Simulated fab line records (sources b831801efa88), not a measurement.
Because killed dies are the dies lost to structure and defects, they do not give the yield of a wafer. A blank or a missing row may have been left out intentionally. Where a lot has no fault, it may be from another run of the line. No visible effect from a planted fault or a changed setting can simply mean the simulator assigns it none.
A lot that was struck, set against a sound lot | flow sfq line | 42 steps out of a route of 325
Sound: the wafers L852.1, L852.5, L852.6. Wafers struck: L862.3, L862.4, L862.5. The cause comes at the end.
Order at every step that has rows: each side's tool, ch and its chambers, its first start. Under that, the readings that differ: sound wafers | struck wafers | difference of the means | sigmas: that difference in standard deviations of wafers without a fault.
alike: readings with means less than 2 such deviations apart, plus words and numbers identical on both sides. not compared: withheld readings, readings lacking a value on some wafer, bounds such as >300 that could conceal the same value, and numbers that have no deviation in the record and whose values overlap.
The two part at a step that has a row with sigmas, a row that says differs or no value, or rows on one side only. Non-overlapping numbers with no deviation appear without sigmas and do not part them. A reading that every wafer of one side lacks parts them only if that side has two wafers or more.

first, 6 steps without rows for these wafers: SFQ_TRILAYER_I3_VIA_LITHO_COAT_090 (resist thk 62 nm); SFQ_TRILAYER_I3_VIA_LITHO_COAT_085 (resist thk 650 nm); SFQ_TRILAYER_I3_VIA_LITHO_SOFTBAKE_089; SFQ_TRILAYER_I3_VIA_LITHO_EXPOSE_086 (exposes mask I3, target cd 500 nm); SFQ_TRILAYER_I3_VIA_LITHO_PEB_088 (peb time 60 s); SFQ_TRILAYER_I3_VIA_LITHO_DEVELOP_087 (time 60 s).
SFQ_I3_OVL_MEAS_923:
  struck on overlay-01, day 37 01:37; sound on overlay-02, day 31 05:00
  alike: I3_OVL
then, 1 step without rows for these wafers: SFQ_TRILAYER_I3_VIA_BARC_OPEN_VIA_ETCH_121 (etches BARC in O2, target depth 125 nm, time 41.7 s).
SFQ_TRILAYER_I3_VIA_ETCH_VIA_ETCH_088: etches SiO2 in CHF3, stops on Nb, target depth 260 nm.
  sound on rie diel-04 ch 0,2,3, day 31 05:05; struck on rie diel-02 ch 1,2,3, day 37 01:41
  alike: drypump motor current A, oes product au, rf fwd power W
SFQ_TRILAYER_I3_VIA_STRIP_STRIP_089: strips in O2.
  sound on rie metal-03 ch 0,1, day 31 05:11; struck on rie metal-04 ch 0,1, day 37 01:59
  alike: drypump motor current A, oes product au
  not compared: rf hours counter h
then, 2 steps without rows for these wafers: SFQ_TRILAYER_I3_VIA_STRIP_SOLV_CLEAN_090 (cleans in NMP, time 600 s); SFQ_TRILAYER_M4_DEP_PRE_CLEAN_092 (time 22.5 s).
SFQ_TRILAYER_M4_DEP_SPUTTER_091: material Nb, target thk 200 nm, time 133.3 s.
  struck on pvd sputter-05, day 37 02:37; sound on pvd sputter-05, day 31 05:59
  reading                                             | sound             | struck          | difference | sigmas
  model.Nb_of_TRILAYER_M4_DEP_SPUTTER_091.thk nm (nm) | 199.9 198.8 199.3 | 360.5 358.7 360 | +160.4     |
  alike: throttle valve pct
SFQ_M4_RS_MEAS_924: measurement is done with a four-point probe.
  struck on film metro-03, day 37 02:44; sound on film metro-02, day 31 06:05
  reading           | sound             | struck            | difference | sigmas
  M4_NB_RS (ohm/sq) | 0.891 0.896 0.895 | 0.491 0.493 0.491 | -0.402     | -54
then, 6 steps without rows for these wafers: SFQ_TRILAYER_M4_LITHO_COAT_098 (resist thk 62 nm); SFQ_TRILAYER_M4_LITHO_COAT_093 (resist thk 600 nm); SFQ_TRILAYER_M4_LITHO_SOFTBAKE_097; SFQ_TRILAYER_M4_LITHO_EXPOSE_094 (exposes mask M4, target cd 500 nm); SFQ_TRILAYER_M4_LITHO_PEB_096 (peb time 60 s); SFQ_TRILAYER_M4_LITHO_DEVELOP_095 (time 60 s).
-- the record jumps here: 4 days lie between the struck wafers' starts before and after --
SFQ_M4_OVL_MEAS_926:
  struck on overlay-02, day 41 13:22; sound on overlay-01, day 33 13:36
  alike: M4_OVL
SFQ_TRILAYER_M4_BARC_OPEN_METAL_ETCH_123: etches BARC in O2, target depth 125 nm, time 41.7 s.
  sound on rie metal-02 ch 0,1, day 33 13:38; struck on rie metal-02 ch 0,1, day 41 13:25
  alike: drypump motor current A, oes product au, rf fwd power W
  not compared: rf hours counter h
SFQ_TRILAYER_M4_ETCH_METAL_ETCH_096: etches Nb in Cl2/Ar, stops on SiO2, target depth 240 nm, time 120 s.
  sound on rie metal-02 ch 0,1, day 33 13:42; struck on rie metal-02 ch 0,1, day 41 13:30
  reading               | sound             | struck            | difference | sigmas
  oes product au (a.u.) | 0.897 0.894 0.893 | 0.995 1.006 1.003 | +0.107     | +18
  alike: drypump motor current A, rf fwd power W
  not compared: rf hours counter h
SFQ_TRILAYER_M4_STRIP_STRIP_097: strips in O2.
  sound on rie metal-02 ch 0,1, day 33 13:49; struck on rie metal-02 ch 0,1, day 41 13:47
  alike: drypump motor current A, oes product au
  not compared: rf hours counter h
then, 1 step without rows for these wafers: SFQ_TRILAYER_M4_STRIP_SOLV_CLEAN_098 (cleans in NMP, time 600 s).
SFQ_TRILAYER_I4_DEP_PECVD_099: deposits SiO2 from SiH4/N2O, time 111.11 s, target thk 500 nm.
  sound on pecvd-02 ch 0,1, day 33 14:46; struck on pecvd-03 ch 0,2, day 41 14:22
  alike: heater power w, rf fwd power W, throttle valve pct
then, 1 step without rows for these wafers: SFQ_TRILAYER_I4_CMP_CMP_100 (polishes SiO2).
SFQ_I4_BOW_MEAS_927:
  struck on film metro-02, day 41 22:47; sound on film metro-02, day 34 19:28
  alike: I4_BOW
then, 7 steps without rows for these wafers: SFQ_TRILAYER_I4_METRO_MEASURE_101; SFQ_TRILAYER_I4_VIA_LITHO_COAT_108 (resist thk 62.37 nm); SFQ_TRILAYER_I4_VIA_LITHO_COAT_103 (resist thk 650 nm); SFQ_TRILAYER_I4_VIA_LITHO_SOFTBAKE_107; SFQ_TRILAYER_I4_VIA_LITHO_EXPOSE_104 (exposes mask I4, target cd 700 nm); SFQ_TRILAYER_I4_VIA_LITHO_PEB_106 (peb time 60 s); SFQ_TRILAYER_I4_VIA_LITHO_DEVELOP_105 (time 60 s).
SFQ_I4_OVL_MEAS_928:
  struck on overlay-01, day 42 11:28; sound on overlay-01, day 38 02:55
  alike: I4_OVL
then, 5 steps without rows for these wafers: SFQ_TRILAYER_I4_VIA_BARC_OPEN_VIA_ETCH_146 (etches BARC in O2, target depth 125 nm, time 41.7 s); SFQ_TRILAYER_I4_VIA_ETCH_VIA_ETCH_106 (etches SiO2 in CHF3, stops on Nb, target depth 260 nm); SFQ_TRILAYER_I4_VIA_STRIP_STRIP_107 (strips in O2); SFQ_TRILAYER_I4_VIA_STRIP_SOLV_CLEAN_108 (cleans in NMP, time 600 s); SFQ_TRILAYER_JJ_TRILAYER_DEP_PRE_CLEAN_113 (time 22.5 s).
-- the record jumps here: 36 days lie between the struck wafers' starts before and after --
SFQ_M8_BOW_MEAS_951:
  struck on film metro-01, day 78 15:09; sound on film metro-01, day 75 09:57
  reading                       | sound                | struck              | difference | sigmas
  model.etest.m4.comb log10 ohm | 12 12 12             | 0 0 0               | -12        |
  model.etest.m4.ohm sq         | 0.8909 0.8957 0.8935 | 0.494 0.4964 0.4947 | -0.398     |
  alike: M8_BOW

== WHERE THEY PART ==
At SFQ_M4_RS_MEAS_924 first; at SFQ_TRILAYER_M4_ETCH_METAL_ETCH_096 last (within this record only). Later steps at which nothing parts them and some readings are alike: SFQ_TRILAYER_M4_STRIP_STRIP_097, SFQ_TRILAYER_I4_DEP_PECVD_099, SFQ_I4_BOW_MEAS_927, SFQ_I4_OVL_MEAS_928, SFQ_M8_BOW_MEAS_951.

WHY: the cause the simulator had injected
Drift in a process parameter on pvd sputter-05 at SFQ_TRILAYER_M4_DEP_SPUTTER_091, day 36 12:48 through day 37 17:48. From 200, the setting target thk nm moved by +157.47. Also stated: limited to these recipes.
